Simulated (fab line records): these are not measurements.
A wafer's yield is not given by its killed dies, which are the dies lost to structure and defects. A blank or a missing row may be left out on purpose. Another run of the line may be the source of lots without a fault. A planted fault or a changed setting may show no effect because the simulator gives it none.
A struck lot beside a sound one	flow gf180mcu	37 steps out of a route of 602
Sound: wafers L281.2, L281.3, L281.6. Struck: wafers L271.3, L271.6. (L271.1 of the same lot was not struck and is left out.) The cause comes at the end.
Order at every step that has rows: each side's tool, ch and its chambers, its first start. Under that, the readings that differ: sound wafers	struck wafers	difference of the means	sigmas: that difference in standard deviations of wafers without a fault.
alike: readings whose means differ by less than 2 such deviations, and words and numbers that are the same on both sides. not compared: withheld readings, readings that some wafer has no value for, bounds like >300 that may hide the same value, and numbers for which the record gives no deviation and whose values overlap.
A row with sigmas, a row that says differs or no value, or rows on one side alone: a step with any of these is where the two part. Numbers that don't overlap but have no deviation are shown without sigmas and don't part them. A reading that every wafer of one side lacks parts them only if that side has two wafers or more.

first, 2 steps without rows for these wafers: GF_M4_PEB_12 (peb time 90 s); GF_M4_DEVELOP_13 (develop time 60 s).
GF_M4_CD_MEAS_14: target cd 280 nm.
  sound on cd_sem-02 at day 29 05:10; struck on cd_sem-02 at day 26 12:59
  alike: cd_nm
GF_M4_OVL_MEAS_15:
  sound on overlay-02 at day 29 05:16; struck on overlay-02 at day 26 13:07
  alike: M4_OVL
then, 1 step without rows for these wafers: GF_M4_METAL_ETCH_16 (etches the open film in Cl2/BCl3, stops on SiO2, target depth 627.5 nm, time 104.6 s).
GF_M4_STRIP_17: strips in O2/N2.
  sound on plasma_asher-02 ch 1, day 29 05:27; struck on plasma_asher-04 ch 0, day 26 13:16
reading	sound	struck	difference	sigmas
drypump_motor_current_A (A)	6.8 6.8 6.8	5.2 5.2	-1.6	-3
heater_power_w (W)	366 382 369	309 307	-64	-3
strip_time_to_endpoint_s (s)	7.90 7.84 7.88	7.80 7.78	-0.08	-2
  alike: oes_product_au
  not compared: rf_hours_counter_h
then, 3 steps without rows for these wafers: GF_M4_STRIP_18 (strips in post etch residue remover, time 1200 s); GF_M4_CLEAN_19 (cleans in DIW); GF_V4_CVD_00 (deposits SiO2, target thk 600 nm, time 100 s).
GF_V4_THK_MEAS_01:
  sound on film_metro-03 at day 29 06:07; struck on film_metro-04 at day 26 13:52
  alike: V4_CVD_00_THK
then, 1 step without rows for these wafers: GF_V4_CVD_02 (deposits SiO2 from TEOS, target thk 850 nm, time 94.851 s).
GF_V4_THK_MEAS_03:
  sound on film_metro-01 at day 29 06:14; struck on film_metro-04 at day 26 14:00
  alike: V4_CVD_02_THK
GF_V4_CMP_04: polishes SiO2.
  sound on cmp-02 ch 2,3, day 29 06:17; struck on cmp-02 ch 1, day 26 14:04
reading	sound	struck	difference	sigmas
motor_current_A (A)	12.6 12.6 11.6	15.0 14.8	+2.6	+2
time_to_endpoint_s (s)	78 62 77	23 27	-47	-11
model.SiO2_of_V4_CVD_02.thk_nm (nm)	632.4 631.6 632.9	791.2 790.8	+158.7	
  alike: slurry_flow_ml_min
GF_V4_BOW_MEAS_05:
  sound on film_metro-01 at day 29 06:37; struck on film_metro-03 at day 26 14:22
  alike: V4_BOW
then, 8 steps without rows for these wafers: GF_V4_DEHYDRATE_06 (time 60 s); GF_V4_HMDS_07 (prime time 60 s); GF_V4_COAT_08; GF_V4_COAT_09 (resist thk 1000 nm); GF_V4_SOFTBAKE_10 (time 60 s); GF_V4_EXPOSE_11 (exposes mask Via4, target cd 260 nm); GF_V4_PEB_12 (peb time 90 s); GF_V4_DEVELOP_13 (develop time 60 s).
GF_V4_CD_MEAS_14: target cd 260 nm.
  sound on cd_sem-01 at day 30 01:34; struck on cd_sem-02 at day 27 10:23
  alike: cd_nm
GF_V4_OVL_MEAS_15:
  sound on overlay-01 at day 30 01:41; struck on overlay-02 at day 27 10:31
  alike: V4_OVL
then, 1 step without rows for these wafers: GF_V4_ETCH_16 (etches BARC in N2/H2).
GF_V4_ETCH_17: etches SiO2 in C4F8/O2/Ar, stops on TiN, target depth 630 nm.
  sound: rie_diel-04 ch 0,2,3; struck: rie_diel-03 ch 0,3
reading	sound	struck	difference	sigmas
oes_product_au (a.u.)	0.853 0.856 0.861	0.972 0.972	+0.115	+29
model.etch.depth_nm (nm)	632.4 631.6 632.9	791.2 790.8	+158.7	
model.V4.feature_depth_nm (nm)	632.4 631.6 632.9	791.2 790.8	+158.7	
  alike: rf_fwd_power_W
GF_V4_STRIP_18: strips in O2/N2.
  sound on plasma_asher-03 ch 0,1, day 30 01:50; struck on plasma_asher-01 ch 1, day 27 10:41
  alike: drypump_motor_current_A, heater_power_w, oes_product_au
  not compared: rf_hours_counter_h
then, 2 steps without rows for these wafers: GF_V4_STRIP_19 (strips in post etch residue remover, time 1200 s); GF_V4_CLEAN_20 (cleans in DIW).
GF_V4_SPUTTER_21: material Ti, target thk 15 nm, time 80.02 s.
  sound on pvd_sputter-04 at day 30 02:23; struck on pvd_sputter-02 at day 27 11:13
  alike: chamber_pressure_pa, throttle_valve_pct
GF_V4_SPUTTER_22: material TiN, target thk 10 nm, time 40 s.
  sound on pvd_sputter-04 at day 30 02:26; struck on pvd_sputter-02 at day 27 11:16
  alike: chamber_pressure_pa, throttle_valve_pct
then, 1 step without rows for these wafers: GF_V4_CVD_23 (deposits W, target thk 350 nm, time 104.9 s).
GF_V4_RS_MEAS_24: measurement is done with a four-point probe.
  sound on film_metro-04 at day 30 02:37; struck on film_metro-04 at day 27 11:25
  alike: V4_W_RS
GF_V4_THK_MEAS_25: measures by xrf.
  sound on film_metro-04 at day 30 02:43; struck on film_metro-04 at day 27 11:32
  alike: V4_W_THK
GF_V4_CMP_26: polishes, stops on SiO2, t overpolish 15 s, target thk 0 nm.
  sound on cmp-02 ch 1,2, day 30 02:46; struck on cmp-01 ch 0,2, day 27 11:42
reading	sound	struck	difference	sigmas
model.SiO2_of_V4_CVD_02.thk_nm (nm)	628.6 627.8 629.1	787.4 787	+158.7	
  alike: motor_current_A, slurry_flow_ml_min
GF_MIM_SPUTTER_00: material Ti, target thk 37.5 nm, time 150 s.
  sound on pvd_sputter-03 at day 30 03:04; struck on pvd_sputter-03 at day 27 11:54
  alike: chamber_pressure_pa, throttle_valve_pct
-- the record jumps here: 4 days lie between the struck wafers' starts before and after (it left off in module MIM and takes up again in module PASSIVATION, whose first step shown is number 602 of the route) --
GF_PASSIVATION_PROBE_99:
  sound on prober-01 at day 33 23:31; struck on prober-02 at day 31 15:52
reading	sound	struck	difference	sigmas
model.etest.via4_chain.rc_ohm	6.063 6.323 6.482	9.483 6.99	+1.947	
model.etest.met5_comb.leak_log10_a_um	-11.85 -11.97 -12	-11.23 -11.79	+0.43	

== WHERE THEY PART ==
Earliest at GF_M4_STRIP_17; latest, in this record, at GF_V4_ETCH_17. Later steps at which nothing parts them and some readings are alike: GF_V4_STRIP_18, GF_V4_SPUTTER_21, GF_V4_SPUTTER_22, GF_V4_RS_MEAS_24, GF_V4_THK_MEAS_25, GF_V4_CMP_26, GF_MIM_SPUTTER_00.

WHY: what had been put in by the simulator
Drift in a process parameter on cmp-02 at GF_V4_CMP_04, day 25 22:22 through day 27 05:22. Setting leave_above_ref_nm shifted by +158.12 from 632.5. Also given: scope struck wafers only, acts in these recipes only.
